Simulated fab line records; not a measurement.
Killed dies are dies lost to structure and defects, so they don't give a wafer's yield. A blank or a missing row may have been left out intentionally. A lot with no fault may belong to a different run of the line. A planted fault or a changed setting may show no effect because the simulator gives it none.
A struck lot beside a sound one + flow sky130 + 15 steps out of a route of 708
Sound: these wafers, L413.1, L413.4, L413.5. Wafers L421.3, L421.5, L421.6 were the ones struck. Last of all comes the cause.
Each step with rows lists, per side, the tool, then ch with its chambers, then its first start. Under that, the readings that differ: sound wafers + struck wafers + difference of the means + sigmas: that difference in standard deviations of wafers without a fault.
alike: readings whose means differ by less than 2 such deviations, and words and numbers that are the same on both sides. not compared: withheld readings, readings that some wafer has no value for, bounds like >300 that may hide the same value, and numbers for which the record gives no deviation and whose values overlap.
The two part at a step that has a row with sigmas, a row that says differs or no value, or rows on one side only. Numbers that don't overlap but have no deviation are shown without sigmas and don't part them. A reading that every wafer of one side lacks parts them only if that side has two wafers or more.

first, 1 step without rows for these wafers: SKY_LDD_HVP_IMPLANT_08.
SKY_LDD_HVP_STRIP_09: strips in O2/N2.
  sound on plasma-asher-02 ch 0,1, day 23 07:32; struck on plasma-asher-02 ch 0,1, day 25 14:06
  alike: drypump-motor-current-A, oes-product-au, strip-time-to-endpoint-s
  not compared: rf-hours-counter-h
SKY_LDD_HVP_TW_MEAS_10:
  sound: film-metro-04 at day 23 07:38; struck: film-metro-03 at day 25 14:11
  alike: LDD_HVP_TW
then, 7 steps without rows for these wafers: SKY_LDD_LDN_DEHYDRATE_00 (time 60 s); SKY_LDD_LDN_HMDS_01 (prime time 60 s); SKY_LDD_LDN_COAT_02 (resist thk 1140 nm); SKY_LDD_LDN_SOFTBAKE_03 (time 60 s); SKY_LDD_LDN_EXPOSE_04 (exposes mask LDNTM, target cd 700 nm); SKY_LDD_LDN_PEB_05; SKY_LDD_LDN_DEVELOP_06 (develop time 60 s).
SKY_LDD_LDN_OVL_MEAS_07:
  sound: overlay-01 at day 24 13:05; struck: overlay-02 at day 26 19:17
  alike: LDD_LDN_OVL
after that, 1 step had no rows for these wafers: SKY_LDD_LDN_IMPLANT_08.
SKY_LDD_LDN_IMPLANT_09:
  sound on implanter-04 ch 0, day 24 13:17; struck on implanter-01 ch 0, day 26 19:31
| reading            | sound                            | struck                        | difference | sigmas      |
|--------------------|----------------------------------|-------------------------------|------------|-------------|
| dose-ions-cm2      | 1.2496e+13 1.2503e+13 1.2494e+13 | 5.151e+12 5.153e+12 5.147e+12 | -7.347e+12 | -99 or more |
| faraday-current-uA | 71.9 70.5 72.1                   | 28.4 29.8 28.9                | -42.5      | -30         |
after that, 1 step had no rows for these wafers: SKY_LDD_LDN_IMPLANT_10.
-- here the record skips 22 days between the struck wafers' starts before and after, leaving off in module LDD_LDN and picking up in module PAD_OPEN (first step shown: number 708 of the route) --
SKY_PAD_OPEN_PROBE_99:
  sound: prober-02 at day 47 02:45; struck: prober-01 at day 48 14:11
| reading                         | sound          | struck         | difference | sigmas |
|---------------------------------|----------------|----------------|------------|--------|
| killed_at_M0_to_M3              | 50 42 54       | 35 30 35       | -15        | -2     |
| model.etest.tip-sonos.rs-ohm-sq | 2770 2746 2819 | 2903 2847 2848 | +88        |        |
  alike: killed_at_M4_up, killed-at-contacts, killed-at-front-end, killed-at-other, killed-dies, killed-open, killed-short

WHERE THEY PART
Last at SKY_PAD_OPEN_PROBE_99 as far as this record goes, first at SKY_LDD_LDN_IMPLANT_09.

WHY: what the simulator had put in
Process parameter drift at SKY_LDD_LDN_IMPLANT_09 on implanter-01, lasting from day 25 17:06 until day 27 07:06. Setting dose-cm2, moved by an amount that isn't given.
